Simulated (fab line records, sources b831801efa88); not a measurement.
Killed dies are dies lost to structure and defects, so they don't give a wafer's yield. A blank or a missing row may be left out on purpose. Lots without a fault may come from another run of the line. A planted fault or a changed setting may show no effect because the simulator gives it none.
fab line records | flow sky130
record lots=6 wafers=18 last_day=51
route steps=708 shown GATE_OXIDE@199 POLY_GATE@204 RES_PROTECT@206
lots that met no fault: from a run of the same line without faults
start_h: hours from the record's first day to the start of the lot's first wafer shown | wait_h: hours since the lot's step before | " the same as in the row above | L1.1+2: a row that stands for several wafers | - no value, or no start given | * or withheld: withheld | < > ~ a bound
route shown NAME@n: a module of which the file shows steps, and the number in the route of the first | usual: mean/standard deviation of fault-free wafers | same: alike in all rows | chamber/n: place in a boat | sites: the reading at each site | _std_site: their standard deviation | _edge_site: outer sites' mean less inner sites' | radius_mm: how far each site lies from the wafer's centre | mask NAME#n: copy n | behind: the tool/chamber that last shaped the wafer | hold: why the lot was held/for how many hours/how that ended | device: the transistor (n, p or np) that didn't switch | end of line: the same wafers' tests at the end of the route | a step without rows: its recipe alone | killed: dies lost to structure and defects at the first sort, not the wafer's yield | map: a wafer's dies, x killed, . not, _ none there
set.NAME: the setting as run; set.NAME@STEP: as run at that earlier step | model.NAME: the simulator's own value behind a step, which no gauge read
lots at some steps of the route; a table a step, a row a wafer
services: from which hour (start_h, from the record's first day; less than 0 if before it) a tool's chamber was out of use, for how many hours, and why
## steps
# step SKY_GATE_OXIDE_WET_ETCH_12
# recipe chemistry=dHF target_depth_nm=16.8 dry=n2_spin target=SiO2 dilution=100:1 temp_c=25 time_s=336
# step SKY_GATE_OXIDE_STRIP_13
# recipe chemistry=O2/N2 power_w=1400 pressure_mtorr=1500 platen_temp_c=withheld o2_flow_sccm=3000 n2_flow_sccm=300 overash_fraction=0.5
# usual drypump_motor_current_A=5.8/0.44 oes_product_au=0.715/0.0049 strip_time_to_endpoint_s=14.16/0.041
# columns lot.wafer tool chamber start_h wait_h drypump_motor_current_A oes_product_au rf_hours_counter_h strip_time_to_endpoint_s
L579.1 plasma_asher-01 1 380.94 0.0 5.9 0.712 68 14.14
L579.2 " 0 " " 5.5 0.722 68 14.22
L579.5 " 0 " " 5.5 0.712 - 14.17
L587.1 plasma_asher-01 0 458.00 0.0 5.5 0.716 75 14.16
L587.2 " 1 " " 5.9 0.711 75 14.18
L587.5 " 0 " " 5.5 0.717 - 14.16
L588.4 plasma_asher-04 0 471.53 0.0 6.4 0.719 - 14.15
L588.5 " 0 " " 6.4 0.709 - 14.13
L588.6 " 1 " " 6.0 0.720 - 14.13
L589.4 plasma_asher-04 0 489.48 0.0 6.5 0.709 - 14.16
L589.5 " 1 " " 6.0 0.710 - 14.07
L589.6 " 0 " " 6.5 0.722 - 14.14
L590.2 plasma_asher-04 1 512.00 0.0 6.0 0.721 8 14.20
L590.4 " 0 " " 6.4 0.715 - 14.13
L590.5 " 0 " " 6.5 0.712 - 14.16
L592.3 plasma_asher-01 0 528.99 0.0 5.5 0.720 - 14.17
L592.5 " 0 " " 5.5 0.714 - 14.15
L592.6 " 1 " " 6.0 0.720 - 14.10
# step SKY_GATE_OXIDE_TW_MEAS_14
# usual GATE_OXIDE_TW=224.7/1.3
# columns lot.wafer tool chamber start_h wait_h GATE_OXIDE_TW
L579.1 film_metro-03 - 381.04 0.1 225.0
L579.2 " - " " 224.5
L579.5 " - " " 223.9
L587.1 film_metro-01 - 458.10 0.1 225.8
L587.2 " - " " 225.2
L587.5 " - " " 225.8
L588.4 film_metro-04 - 471.62 0.1 223.3
L588.5 " - " " 223.1
L588.6 " - " " 224.9
L589.4 film_metro-04 - 489.58 0.1 223.3
L589.5 " - " " 221.7
L589.6 " - " " 221.8
L590.2 film_metro-01 - 512.11 0.1 225.5
L590.4 " - " " 225.4
L590.5 " - " " 226.9
L592.3 film_metro-01 - 529.08 0.1 225.1
L592.5 " - " " 224.2
L592.6 " - " " 226.1
# step SKY_GATE_OXIDE_CLEAN_15
# recipe chemistry=SC1/SC2 mix=1:4:20 temp_c=70 time_s=150 dry=n2_spin
# step SKY_GATE_OXIDE_OXIDATION_16
# recipe temp_c=800 ambient=O2 idle_temp_c=700 ramp_up_c_per_min=10 ramp_down_c_per_min=3 stabilise_s=600 purge_s=300 target_thk_a=35.7 ox_time_s=1915
# step SKY_POLY_GATE_CVD_00
# recipe material=poly-Si target_thk_nm=180 temp_c=620 time_s=720 pressure_mtorr=200
# step SKY_POLY_GATE_THK_MEAS_01
# recipe reads=poly-Si_of_POLY_GATE_CVD_00
# usual POLY_GATE_CVD_00_THK=181.9/1.9
# columns lot.wafer tool chamber start_h wait_h POLY_GATE_CVD_00_THK[nm]
L579.1 film_metro-02 - 388.38 0.0 183.8
L579.2 " - " " 184.9
L579.5 " - " " 183.5
L587.1 film_metro-02 - 461.28 0.0 178.9
L587.2 " - " " 179.6
L587.5 " - " " 179.2
L588.4 film_metro-02 - 474.47 0.0 184.8
L588.5 " - " " 183.7
L588.6 " - " " 183.2
L589.4 film_metro-04 - 492.47 0.0 180.1
L589.5 " - " " 178.7
L589.6 " - " " 179.2
L590.2 film_metro-01 - 514.95 0.0 180.3
L590.4 " - " " 181.4
L590.5 " - " " 181.4
L592.3 film_metro-04 - 532.66 0.0 181.6
L592.5 " - " " 181.1
L592.6 " - " " 182.0
# step SKY_RES_PROTECT_DEHYDRATE_00
# recipe temp_c=200 time_s=60
# step SKY_RES_PROTECT_HMDS_01
# recipe prime_time_s=60 prime_temp_c=120
# step SKY_RES_PROTECT_COAT_02
# recipe resist=NOVOLAK spin_rpm=3000 resist_thk_nm=1140
# step SKY_RES_PROTECT_SOFTBAKE_03
# recipe temp_c=90 time_s=60 resist=NOVOLAK
# step SKY_RES_PROTECT_EXPOSE_04
# recipe mask_id=RPM na=0.6 source_shape=conventional sigma_outer=0.6 polarization=unpolarized target_cd_nm=1270 dose_mj=131
# step SKY_RES_PROTECT_PEB_05
# recipe temp_c=withheld time_s=* resist=NOVOLAK
# usual chill_plate_temp_C=* exhaust_pa=44.9/0.94
# columns lot.wafer tool chamber start_h wait_h chill_plate_temp_C exhaust_pa
L579.1 litho_track-04 0 417.11 - * 43.8
L579.2 " 0 " " * 43.7
L579.5 " 0 " " * 42.8
L587.1 litho_track-02 - 491.07 - - -
L587.2 " - " " - -
L587.5 " - " " - -
L588.4 litho_track-01 - 504.98 - - -
L588.5 " - " " - -
L588.6 " - " " - -
L589.4 litho_track-04 0 522.73 - * 42.7
L589.5 " 0 " " * 44.0
L589.6 " 0 " " * 43.4
L590.2 litho_track-02 0 544.00 - * 46.0
L590.4 " 0 " " * 43.9
L590.5 " 0 " " * 44.7
L592.3 litho_track-04 0 561.31 - * 43.8
L592.5 " 0 " " * 45.2
L592.6 " 0 " " * 45.4
# step SKY_RES_PROTECT_DEVELOP_06
# recipe resist=NOVOLAK developer=TMAH develop_time_s=60 dev_temp_c=23
## services
# columns tool chamber start_h hours kind
litho_track-02 - 387.68 - consumable_replace:filter
plasma_asher-04 - 405.42 1.8 repair
plasma_asher-04 - 421.25 9.0 pm
plasma_asher-04 0 421.25 9.0 vent_cycle
plasma_asher-04 1 421.25 9.0 vent_cycle
plasma_asher-04 0 430.25 - clean
plasma_asher-04 1 430.25 - clean
plasma_asher-01 - 453.39 2.4 repair
plasma_asher-01 - 470.93 2.8 pm
## key
first_sign step=SKY_RES_PROTECT_PEB_05 reading=tool_record direction=missing
effect none on later readings
met_at SKY_RES_PROTECT_PEB_05
struck_wafers L587.1,L587.2,L587.5,L588.4,L588.5,L588.6
sort_left_out L587.1,L587.2,L587.5,L588.4,L588.5,L588.6
tester_left_out L587,L588
fault kind=skipped_step_whole tool=litho_track-01,litho_track-02 chamber=- onset_h=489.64 steps=SKY_RES_PROTECT_PEB_05 scope=struck_lots_only
# tester_left_out: of these lots the tester's yield and bins aren't shown, on N5 and GAA mostly nor the transistor test; their killed dies are dies lost to structure and defects alone, not to doping, threshold or leakage, so they don't give the yield
# sort_left_out: the simulated sort isn't trusted on such a fault, so these wafers' sort isn't shown, and their yield isn't known
